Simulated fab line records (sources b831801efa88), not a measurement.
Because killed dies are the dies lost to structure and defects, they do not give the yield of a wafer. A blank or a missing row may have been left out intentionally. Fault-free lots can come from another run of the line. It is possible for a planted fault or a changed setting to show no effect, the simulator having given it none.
A struck lot beside a sound one + flow sfq-line + 17 steps out of a route of 325
Sound: the wafers L342.1, L342.2, L342.6. Struck: wafer L352.6 (left out: L352.4, L352.5 of the same lot, which were not struck); the cause appears at the end.
For every step that has rows: the tool of each side, followed by ch and its chambers, followed by its first start. Under that, the readings that differ: sound wafers + struck wafers + difference of the means + sigmas: that difference in standard deviations of wafers without a fault.
alike: a reading whose means differ by less than 2 such deviations, as well as words and numbers matching on both sides. not compared: withheld readings; readings where some wafer has no value; bounds like >300 that might hide an equal value; numbers whose values overlap and for which the record gives no deviation.
The two part at a step that has a row with sigmas, a row that says differs or no value, or rows on one side only. When numbers do not overlap yet have no deviation, they are printed without sigmas and do not part them. Lack of a reading on every wafer of one side parts them only where that side has two or more wafers.

SFQ_TRILAYER_I7_VIA_STRIP_STRIP_191: strips in O2.
  sound on rie-metal-01 ch 0,1, day 84 05:30; struck on rie-metal-01 ch 0, day 85 21:30
  alike: drypump-motor-current-A, oes-product-au
  not compared: rf-hours-counter-h
then, 8 steps without rows for these wafers: SFQ_TRILAYER_I7_VIA_STRIP_SOLV_CLEAN_192 (cleans in NMP, time 600 s); SFQ_TRILAYER_M8_LITHO_LOR_COAT_197; SFQ_TRILAYER_M8_LITHO_LOR_BAKE_198; SFQ_TRILAYER_M8_LITHO_COAT_193 (resist thk 600 nm); SFQ_TRILAYER_M8_LITHO_SOFTBAKE_199; SFQ_TRILAYER_M8_LITHO_EXPOSE_194 (exposes mask M8, target cd 2000 nm); SFQ_TRILAYER_M8_LITHO_PEB_196 (peb time 60 s); SFQ_TRILAYER_M8_LITHO_DEVELOP_195 (img clear 15 s, time 55 s).
SFQ_M8_OVL_MEAS_948:
  sound: overlay-02 at day 84 20:42; struck: overlay-01 at day 86 02:43
  alike: M8_OVL
then, 2 steps without rows for these wafers: SFQ_TRILAYER_M8_DEP_EVAP_197 (material Ti, target thk 20 nm, time 100 s); SFQ_TRILAYER_M8_DEP_EVAP_198 (material Pt, target thk 50 nm, time 250 s).
SFQ_TRILAYER_M8_DEP_EVAP_196: material Au, target thk 180 nm, time 900 s.
  sound: pvd-sputter-01 at day 84 20:58; struck: pvd-sputter-01 at day 86 02:58
| reading                                          | sound           | struck | difference | sigmas |
|--------------------------------------------------|-----------------|--------|------------|--------|
| model.Au_of_TRILAYER_M8_DEP_EVAP_196.thk-nm (nm) | 179 181.2 178.9 | 207.7  | +28.0      |        |
SFQ_M8_RS_MEAS_949: a four-point-probe measurement.
  sound: film-metro-02 at day 84 21:29; struck: film-metro-04 at day 86 03:32
| reading           | sound                | struck | difference | sigmas |
|-------------------|----------------------|--------|------------|--------|
| M8_AU_RS (ohm/sq) | 0.1546 0.1530 0.1551 | 0.1329 | -0.0213    | -14    |
SFQ_M8_THK_MEAS_950: measures by xrf.
  sound: film-metro-02 at day 84 21:36; struck: film-metro-04 at day 86 03:38
| reading        | sound             | struck | difference | sigmas |
|----------------|-------------------|--------|------------|--------|
| M8_AU_THK (nm) | 178.5 181.0 178.4 | 209.5  | +30.2      | +12    |
then, 1 step without rows for these wafers: SFQ_TRILAYER_M8_LIFTOFF_LIFTOFF_197 (chemistry NMP, time 600 s).
SFQ_M8_BOW_MEAS_951:
  sound: film-metro-03 at day 84 21:50; struck: film-metro-02 at day 86 03:54
| reading                 | sound                | struck | difference | sigmas |
|-------------------------|----------------------|--------|------------|--------|
| model.etest.i7.link-ohm | 1.052 1.059 1.052    | 1.033  | -0.021     |        |
| model.etest.m8.ohm-sq   | 0.1545 0.1527 0.1546 | 0.1332 | -0.0207    |        |
  alike: M8_BOW

## WHERE THEY PART
At SFQ_M8_RS_MEAS_949 first; at SFQ_M8_THK_MEAS_950 last (within this record only). Later steps at which nothing parts them and some readings are alike: SFQ_M8_BOW_MEAS_951.

WHY: what the simulator had put in
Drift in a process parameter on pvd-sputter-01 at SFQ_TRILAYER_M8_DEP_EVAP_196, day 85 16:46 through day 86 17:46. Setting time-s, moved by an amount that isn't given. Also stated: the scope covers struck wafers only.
